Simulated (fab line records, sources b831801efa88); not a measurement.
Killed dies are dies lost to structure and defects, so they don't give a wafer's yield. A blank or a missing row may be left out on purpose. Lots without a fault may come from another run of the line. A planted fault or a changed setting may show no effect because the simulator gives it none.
fab line records | flow sky130
record lots=10 wafers=30 last_day=50
route steps=708 shown CAP2M@615 VIA4@651 METAL5@662 PAD_OPEN@708
lots that met no fault: from a run of the same line without faults
start_h: hours from the record's first day to the start of the lot's first wafer shown | wait_h: hours since the lot's step before | " the same as in the row above | L1.1+2: a row that stands for several wafers | - no value, or no start given | * or withheld: withheld | < > ~ a bound
route shown NAME@n: a module of which the file shows steps, and the number in the route of the first | usual: mean/standard deviation of fault-free wafers | same: alike in all rows | chamber/n: place in a boat | sites: the reading at each site | _std_site: their standard deviation | _edge_site: outer sites' mean less inner sites' | radius_mm: how far each site lies from the wafer's centre | mask NAME#n: copy n | behind: the tool/chamber that last shaped the wafer | hold: why the lot was held/for how many hours/how that ended | device: the transistor (n, p or np) that didn't switch | end of line: the same wafers' tests at the end of the route | a step without rows: its recipe alone | killed: dies lost to structure and defects at the first sort, not the wafer's yield | map: a wafer's dies, x killed, . not, _ none there
set.NAME: the setting as run; set.NAME@STEP: as run at that earlier step | model.NAME: the simulator's own value behind a step, which no gauge read
steps of the route over a sample of lots; a table a step, a row a wafer
services: from which hour (start_h, from the record's first day; less than 0 if before it) a tool's chamber was out of use, for how many hours, and why
## steps
# step SKY_CAP2M_OVL_MEAS_12
# usual CAP2M_OVL=-0.3/1.4
# columns lot.wafer tool chamber start_h wait_h CAP2M_OVL[nm]
L797.1 overlay-01 - 965.18 0.1 -1.1
L797.5 " - " " -1.9
L797.6 " - " " -1.3
L800.1 overlay-01 - 985.39 0.1 1.0
L800.3 " - " " 2.0
L800.4 " - " " 0.3
L801.3 overlay-01 - 985.70 0.1 -0.7
L801.4 " - " " -0.4
L801.5 " - " " -1.1
L805.3 overlay-01 - 1021.93 0.1 -1.6
L805.4 " - " " -1.8
L805.6 " - " " -1.7
L810.3 overlay-02 - 1049.85 0.1 -2.9
L810.5 " - " " -1.2
L810.6 " - " " -1.9
L812.2 overlay-02 - 1065.69 0.1 1.5
L812.3 " - " " 0.3
L812.4 " - " " -0.7
L813.1 overlay-01 - 1067.39 0.1 1.8
L813.3 " - " " 1.3
L813.6 " - " " 1.7
L817.2 overlay-02 - 1092.04 0.1 -1.0
L817.3 " - " " 0.3
L817.4 " - " " -1.8
L818.3 overlay-01 - 1096.64 0.1 1.7
L818.4 " - " " 1.5
L818.5 " - " " 1.1
L819.1 overlay-02 - 1109.47 0.1 0.2
L819.3 " - " " -2.8
L819.5 " - " " 1.2
# step SKY_VIA4_ETCH_12
# recipe target=SiO2 chemistry=C4F8/O2/Ar stop_on=TiN mask_material=NOVOLAK source_w=1500 bias_w=1200 pressure_mtorr=40 c4f8_flow_sccm=withheld O2_flow_sccm=6 Ar_flow_sccm=300 time_s=withheld target_depth_a=5800
# usual chamber_pressure_mTorr=40.00/0.037 oes_product_au=0.925/0.005 rf_fwd_power_W=1491/5.1
# columns lot.wafer tool chamber start_h wait_h chamber_pressure_mTorr oes_product_au rf_fwd_power_W
L797.1 rie_diel-04 1 1014.87 0.0 39.94 0.924 1486
L797.5 " 1 " " 39.98 0.920 1486
L797.6 " 2 " " 40.08 0.930 1489
L800.1 rie_diel-03 0 1033.91 0.0 39.96 0.919 1501
L800.3 " 1 " " 39.96 0.931 1492
L800.4 " 2 " " 39.97 0.925 1494
L801.3 rie_diel-04 2 1034.47 0.0 39.96 0.920 1492
L801.4 " 3 " " 40.05 0.919 1484
L801.5 " 1 " " 39.97 0.923 1495
L805.3 rie_diel-04 1 1068.37 0.0 40.00 0.931 1488
L805.4 " 3 " " 40.03 0.920 1488
L805.6 " 0 " " 39.96 0.916 1486
L810.3 rie_diel-04 2 1094.26 0.0 39.98 0.921 1496
L810.5 " 0 " " 40.05 0.924 1493
L810.6 " 1 " " 40.00 0.922 1493
L812.2 rie_diel-04 1 1109.07 0.0 40.04 0.927 1493
L812.3 " 3 " " 40.08 0.918 1483
L812.4 " 2 " " 40.03 0.920 1488
L813.1 rie_diel-03 3 1111.41 0.0 39.95 0.929 1489
L813.3 " 0 " " 39.96 0.923 1497
L813.6 " 3 " " 40.00 0.935 1490
L817.2 rie_diel-01 3 1134.07 0.0 40.01 0.924 1495
L817.3 " 2 " " 40.04 0.924 1481
L817.4 " 0 " " 39.95 0.929 1483
L818.3 rie_diel-03 3 1137.26 0.0 40.01 0.925 1493
L818.4 " 1 " " 40.05 0.926 1500
L818.5 " 3 " " 39.98 0.926 1503
L819.1 rie_diel-04 2 1150.87 0.0 39.99 0.930 1498
L819.3 " 3 " " 40.02 0.919 1486
L819.5 " 0 " " 40.03 0.922 1500
# step SKY_VIA4_CVD_18
# recipe material=W target_thk_nm=505 time_s=152.14 temp_c=402 pressure_torr=40
# usual chamber_pressure_Torr=40.00/0.096 heater_power_outer_w=521/80 heater_power_w=860/110
# columns lot.wafer tool chamber start_h wait_h chamber_pressure_Torr heater_power_outer_w heater_power_w
L797.1 cvd_w-02 1 1015.60 0.0 39.94 586 938
L797.5 " 1 " " 39.91 595 946
L797.6 " 0 " " 40.05 418 712
L800.1 cvd_w-02 0 1034.63 0.0 39.93 431 693
L800.3 " 1 " " 39.89 598 959
L800.4 " 0 " " 39.94 431 711
L801.3 cvd_w-01 0 1035.24 0.1 39.92 615 996
L801.4 " 1 " " 39.97 459 784
L801.5 " 0 " " 39.93 602 983
L805.3 cvd_w-02 1 1069.18 0.1 39.91 596 960
L805.4 " 0 " " 39.86 418 707
L805.6 " 0 " " 39.97 427 721
L810.3 cvd_w-01 1 1095.10 0.1 39.94 453 823
L810.5 " 0 " " 40.12 583 989
L810.6 " 1 " " 39.91 466 803
L812.2 cvd_w-01 1 1109.98 0.0 - - -
L812.3 " 0 " " - - -
L812.4 " 1 " " - - -
L813.1 cvd_w-01 0 1112.17 0.0 - - -
L813.3 " 1 " " - - -
L813.6 " 0 " " - - -
L817.2 cvd_w-01 1 1135.25 0.0 40.07 466 798
L817.3 " 1 " " 39.81 460 799
L817.4 " 0 " " 39.97 609 991
L818.3 cvd_w-01 1 1138.03 0.1 39.93 459 813
L818.4 " 0 " " 40.07 606 1008
L818.5 " 1 " " 39.98 451 795
L819.1 cvd_w-01 1 1152.02 0.0 40.08 466 791
L819.3 " 0 " " 39.83 616 1009
L819.5 " 0 " " 39.73 616 1015
# step SKY_VIA4_RS_MEAS_19
# recipe thk_meas_gauge=four-point-probe reads=W_of_VIA4_CVD_18+TiN_of_VIA4_SPUTTER_17
# usual VIA4_W_RS=0.2186/0.0021
# columns lot.wafer tool chamber start_h wait_h VIA4_W_RS[ohm/sq]
L797.1 film_metro-02 - 1015.75 0.1 0.2216
L797.5 " - " " 0.2207
L797.6 " - " " 0.2211
L800.1 film_metro-02 - 1034.78 0.1 0.2188
L800.3 " - " " 0.2224
L800.4 " - " " 0.2208
L801.3 film_metro-03 - 1035.39 0.1 0.2185
L801.4 " - " " 0.2148
L801.5 " - " " 0.2169
L805.3 film_metro-01 - 1069.33 0.1 0.2215
L805.4 " - " " 0.2179
L805.6 " - " " 0.2167
L810.3 film_metro-01 - 1095.24 0.1 0.2210
L810.5 " - " " 0.2193
L810.6 " - " " 0.2210
L812.2 film_metro-02 - 1110.15 0.1 55.866
L812.3 " - " " 55.000
L812.4 " - " " 56.104
L813.1 film_metro-03 - 1112.32 0.1 58.352
L813.3 " - " " 57.044
L813.6 " - " " 58.735
L817.2 film_metro-02 - 1135.42 0.1 0.2168
L817.3 " - " " 0.2204
L817.4 " - " " 0.2215
L818.3 film_metro-02 - 1138.17 0.1 0.2157
L818.4 " - " " 0.2166
L818.5 " - " " 0.2125
L819.1 film_metro-03 - 1152.17 0.1 0.2180
L819.3 " - " " 0.2202
L819.5 " - " " 0.2170
# step SKY_VIA4_THK_MEAS_20
# recipe thk_meas_gauge=xrf reads=W_of_VIA4_CVD_18
# usual VIA4_W_THK=532/6
# columns lot.wafer tool chamber start_h wait_h VIA4_W_THK[nm]
L797.1 film_metro-02 - 1015.87 0.1 518
L797.5 " - " " 521
L797.6 " - " " 517
L800.1 film_metro-02 - 1034.90 0.1 531
L800.3 " - " " 523
L800.4 " - " " 527
L801.3 film_metro-03 - 1035.49 0.1 534
L801.4 " - " " 542
L801.5 " - " " 535
L805.3 film_metro-01 - 1069.43 0.1 527
L805.4 " - " " 533
L805.6 " - " " 535
L810.3 film_metro-01 - 1095.34 0.1 535
L810.5 " - " " 536
L810.6 " - " " 531
L812.2 film_metro-02 - 1110.26 0.1 <0
L812.3 " - " " -
L812.4 " - " " -
L813.1 film_metro-03 - 1112.44 0.1 <0
L813.3 " - " " <0
L813.6 " - " " <0
L817.2 film_metro-02 - 1135.53 0.1 531
L817.3 " - " " 523
L817.4 " - " " 523
L818.3 film_metro-02 - 1138.27 0.1 533
L818.4 " - " " 533
L818.5 " - " " 545
L819.1 film_metro-03 - 1152.29 0.1 539
L819.3 " - " " 531
L819.5 " - " " 539
# step SKY_VIA4_CMP_21
# recipe stop_on=SiO2 t_overpolish_s=25 down_force_psi=3.5 platen_rpm=60 target_thk_nm=0 pad_velocity_m_s=0.94248
# usual motor_current_A=11.6/1 time_to_endpoint_s=123/4.2
# columns lot.wafer tool chamber start_h wait_h motor_current_A time_to_endpoint_s
L797.1 cmp-02 1 1016.06 0.2 10.4 124
L797.6 " 0 " " 12.7 122
L797.5 " 1 " " 10.4 123
L800.4 cmp-01 3 1034.98 0.0 10.3 118
L800.1 " 0 " " 12.9 124
L800.3 " 2 " " 11.9 128
L801.3 cmp-01 3 1035.58 0.1 10.5 119
L801.4 " 1 " " 11.9 125
L801.5 " 3 " " 10.4 123
L805.3 cmp-01 1 1069.47 0.0 11.7 116
L805.4 " 2 " " 11.0 121
L805.6 " 1 " " 12.0 118
L810.3 cmp-01 1 1095.60 0.3 11.5 117
L810.6 " 2 " " 11.6 123
L810.5 " 3 " " 10.1 117
L812.2 cmp-01 0 1110.57 0.3 14.0 0
L812.4 " 1 " " 11.4 0
L812.3 " 3 " " 10.3 0
L813.3 cmp-02 0 1112.50 0.0 12.8 4
L813.1 " 1 " " 10.7 4
L813.6 " 0 " " 12.7 3
L817.4 cmp-02 2 1136.00 0.4 11.0 116
L817.3 " 3 " " 11.4 118
L817.2 " 1 " " 10.5 123
L818.3 cmp-02 2 1138.31 0.0 10.9 120
L818.4 " 1 " " 10.4 122
L818.5 " 2 " " 11.3 120
L819.1 cmp-02 3 1152.45 0.1 11.9 122
L819.3 " 0 " " 12.2 118
L819.5 " 2 " " 11.0 121
# step SKY_METAL5_SPUTTER_01
# recipe material=TiN target_thk_nm=20 power_w=6500 time_s=16.7 chamber_pressure_pa=0.4
# usual cathode_dc_power_W=6500.1/1.2 throttle_valve_pct=30.5/1.4
# columns lot.wafer tool chamber start_h wait_h cathode_dc_power_W throttle_valve_pct
L797.1 pvd_sputter-03 - 1016.34 0.0 6501.6 28.9
L797.5 " - " " 6498.2 28.9
L797.6 " - " " 6499.9 29.1
L800.1 pvd_sputter-01 - 1035.30 0.0 6500.0 31.8
L800.3 " - " " 6500.6 32.3
L800.4 " - " " 6498.9 29.8
L801.3 pvd_sputter-02 - 1035.85 0.0 6501.9 28.2
L801.4 " - " " 6500.7 28.7
L801.5 " - " " 6500.4 28.6
L805.3 pvd_sputter-01 - 1069.79 0.0 6499.0 30.0
L805.4 " - " " 6501.7 32.0
L805.6 " - " " 6499.7 32.1
L810.3 pvd_sputter-03 - 1095.77 0.0 6499.6 28.9
L810.5 " - " " 6499.5 28.6
L810.6 " - " " 6500.4 29.9
L812.2 pvd_sputter-02 - 1110.89 0.0 6499.1 29.5
L812.3 " - " " 6499.5 30.4
L812.4 " - " " 6499.2 28.3
L813.1 pvd_sputter-02 - 1112.82 0.0 6499.3 29.4
L813.3 " - " " 6500.4 28.5
L813.6 " - " " 6500.5 28.4
L817.2 pvd_sputter-01 - 1136.32 0.0 6502.2 31.8
L817.3 " - " " 6499.0 31.7
L817.4 " - " " 6499.3 32.2
L818.3 pvd_sputter-02 - 1138.64 0.0 6500.1 29.6
L818.4 " - " " 6501.7 28.6
L818.5 " - " " 6499.6 28.2
L819.1 pvd_sputter-01 - 1152.67 0.0 6500.8 29.9
L819.3 " - " " 6500.0 31.9
L819.5 " - " " 6500.8 32.0
# step SKY_PAD_OPEN_PROBE_99
# usual defect_limited_yield=82.2/1.9 killed_at_M0_to_M3=43/6.3 killed_at_M4_up=3.3/1.7 killed_at_contacts=24/5.4 killed_at_front_end=16/4.6 killed_at_other=0.4/0.7 killed_dies=87/9.4 killed_open=47/6.9 killed_short=39/6.1 sort_bin_3_pad_short=0.9/0.45 sort_bin_5_function=10.6/1.5 sort_bin_6_memory=6.3/1.2 sort_n_pass=405/9.4 sort_yield_pct=82.2/1.9
# same gross_dies=492 killed_at_back_side=0 sort_bin_4_leakage[%]=0 sort_bin_8_speed[%]=0
# columns lot.wafer tool chamber start_h wait_h defect_limited_yield[%] killed_at_M0_to_M3 killed_at_M4_up killed_at_contacts killed_at_front_end killed_at_other killed_dies killed_open killed_short sort_bin_3_pad_short[%] sort_bin_5_function[%] sort_bin_6_memory[%] sort_n_pass sort_yield_pct[%]
L810.3 prober-01 - 1157.07 0.2 83.5 38 3 29 10 1 81 47 33 0.6 8.9 6.9 411 83.5
L810.5 prober-01 - 1157.17 0.2 80.3 52 6 23 16 0 97 50 47 2.0 10.6 7.1 395 80.3
L810.6 prober-01 - 1157.22 0.2 82.9 45 4 22 13 0 84 45 38 0.6 10.4 6.1 408 82.9
L813.1 prober-02 - 1172.20 0.1 84.8 36 4 25 10 0 75 48 27 0.6 8.5 6.1 417 84.8
L813.3 prober-02 - 1172.30 0.2 80.9 48 3 29 14 0 94 47 47 1.2 12.0 5.9 398 80.9
L813.6 prober-02 - 1172.45 0.2 83.1 45 4 22 12 0 83 46 37 0.4 9.8 6.7 409 83.1
# killed by level:class
L810.3 VIA3:geometric_particle:open=9 CONTACT:geometric_particle:open=9 LI_CONTACT:geometric_particle:open=8 LOCAL_INTERCONNECT:geometric_particle:short=7 VIA1:geometric_particle:open=5 METAL1:geometric_particle:short=4 VIA2:geometric_particle:open=4 FIELD_ISO:geometric_particle:open=3
L810.5 VIA3:geometric_particle:open=10 VIA1:geometric_particle:open=9 METAL1:geometric_particle:short=9 FIELD_ISO:geometric_particle:short=6 LI_CONTACT:geometric_particle:open=6 LOCAL_INTERCONNECT:geometric_particle:short=6 CONTACT:geometric_particle:open=6 VIA2:geometric_particle:open=6
L810.6 CONTACT:geometric_particle:open=11 VIA2:geometric_particle:open=7 METAL2:geometric_particle:short=7 METAL1:geometric_particle:short=6 VIA1:geometric_particle:open=6 VIA3:geometric_particle:open=6 FIELD_ISO:geometric_particle:short=5 LI_CONTACT:geometric_particle:open=5
L813.1 CONTACT:geometric_particle:open=12 VIA1:geometric_particle:open=11 METAL2:geometric_particle:short=8 VIA3:geometric_particle:open=6 LI_CONTACT:geometric_particle:open=5 CONTACT:geometric_particle:short=4 VIA2:geometric_particle:open=4 FIELD_ISO:geometric_particle:short=2
L813.3 VIA1:geometric_particle:open=10 LI_CONTACT:geometric_particle:short=7 CONTACT:geometric_particle:short=7 CONTACT:geometric_particle:open=7 METAL2:geometric_particle:short=7 VIA3:geometric_particle:open=7 LI_CONTACT:geometric_particle:open=4 LOCAL_INTERCONNECT:geometric_particle:short=4
L813.6 VIA1:geometric_particle:open=9 VIA3:geometric_particle:open=8 CONTACT:geometric_particle:open=7 VIA1:geometric_particle:short=6 LI_CONTACT:geometric_particle:open=5 VIA2:geometric_particle:short=5 VIA2:geometric_particle:open=5 FIELD_ISO:geometric_particle:short=4
## services
# columns tool chamber start_h hours kind
pvd_sputter-01 - 1003.49 7.4 repair
rie_diel-03 1 1007.15 3.2 repair
pvd_sputter-01 - 1011.39 7.3 repair
rie_diel-03 0 1016.72 8.5 repair
rie_diel-03 3 1027.59 5.9 repair
rie_diel-04 2 1039.82 7.7 repair
pvd_sputter-02 - 1043.98 5.8 repair
cvd_w-01 - 1068.96 6.0 pm
cmp-01 - 1069.86 2.9 pm
rie_diel-04 2 1070.10 5.7 repair
pvd_sputter-02 - 1073.47 2.4 repair
pvd_sputter-02 - 1079.52 3.3 repair
rie_diel-03 - 1081.92 3.2 repair
pvd_sputter-02 - 1083.30 1.7 repair
cmp-02 - 1084.00 4.0 pm
cvd_w-02 1 1093.00 3.7 repair
rie_diel-04 0 1097.06 7.5 repair
cvd_w-02 1 1114.62 8.4 repair
cmp-01 - 1123.33 1.2 repair
cmp-01 - 1125.72 3.4 repair
cmp-01 - 1127.67 1.1 repair
cvd_w-01 0 1142.15 3.5 repair
cmp-02 - 1146.40 1.1 repair
cvd_w-01 1 1149.24 2.6 repair
## key
first_sign step=SKY_VIA4_CVD_18 reading=tool_record direction=missing
effect step=SKY_VIA4_RS_MEAS_19 reading=VIA4_W_RS direction=up sigmas=99+ usual=0.2186 struck=56.850
effect step=SKY_VIA4_THK_MEAS_20 reading=VIA4_W_THK direction=down sigmas=89 usual=532 struck=<0
effect step=SKY_VIA4_CMP_21 reading=time_to_endpoint_s direction=down sigmas=29 usual=* struck=*
met_at SKY_VIA4_CVD_18
struck_lots L812,L813
not_acting_at SKY_CAP2M_OVL_MEAS_12,SKY_VIA4_ETCH_12,SKY_METAL5_SPUTTER_01
onset_between 1095.10 1109.98
fault kind=skipped_step_whole tool=cvd_w-01 chamber=- onset_h=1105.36 steps=SKY_VIA4_CVD_18 scope=struck_lots_only
